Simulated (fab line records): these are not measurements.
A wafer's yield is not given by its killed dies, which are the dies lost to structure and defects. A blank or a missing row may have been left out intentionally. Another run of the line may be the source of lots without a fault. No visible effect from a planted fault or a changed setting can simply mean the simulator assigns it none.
Which tool is to blame? | flow gf180mcu | Sampling: 6 lots, 18 wafers, 2 of 602 route steps

== WHAT THE GAUGES SHOWED, per wafer ==
GF_V5_THK_MEAS_03.
lot  | measured     | on            | V5_CVD_02_THK (nm)
L637 | day 27 03:49 | film metro-03 | 1450 1468 1464
L643 | day 29 18:58 | film metro-02 | 1430 1431 1480
L650 | day 31 04:39 | film metro-03 | 1437 1448 1472
L651 | day 31 15:27 | film metro-03 | 1425 1435 1439
L654 | day 32 01:38 | film metro-04 | 1442 1450 1466
L656 | day 32 14:04 | film metro-02 | 1428 1466 1480

== WHAT TOOL EACH LOT RAN ON (gives the tool, then ch and the chambers of the sampled wafers, and finally the start) ==
lot  | GF_MIM_SPUTTER_03
L637 | pvd sputter-04, day 25 08:38
L643 | pvd sputter-03, day 28 02:29
L650 | pvd sputter-03, day 29 14:58
L651 | pvd sputter-01, day 30 02:10
L654 | pvd sputter-04, day 30 12:32
L656 | pvd sputter-04, day 31 02:13
- GF_MIM_SPUTTER_03: material Ti, target thk 10 nm, time 6.7 s.

== THE ANSWER, worked out from the rows above alone ==
Rule: the lots themselves supply what counts as usual. Put in order of their means at a reading, lots are off if they are a third of the lots or fewer, leave a main group of 4 or more, and stand apart from it by a gap of 3 or more times the standard deviation of the main group's means; of several such gaps the widest counts. Not used: any main group whose means are identical at the precision the tables above print for the reading. A lot without any number at a reading at which 4 lots or more have one is off too. Any other lot the step has rows for is counted as sound.
Across all readings shown, no lot is off: no conclusion can be drawn from this.

== WHAT THE SIMULATOR HAD PUT IN ==
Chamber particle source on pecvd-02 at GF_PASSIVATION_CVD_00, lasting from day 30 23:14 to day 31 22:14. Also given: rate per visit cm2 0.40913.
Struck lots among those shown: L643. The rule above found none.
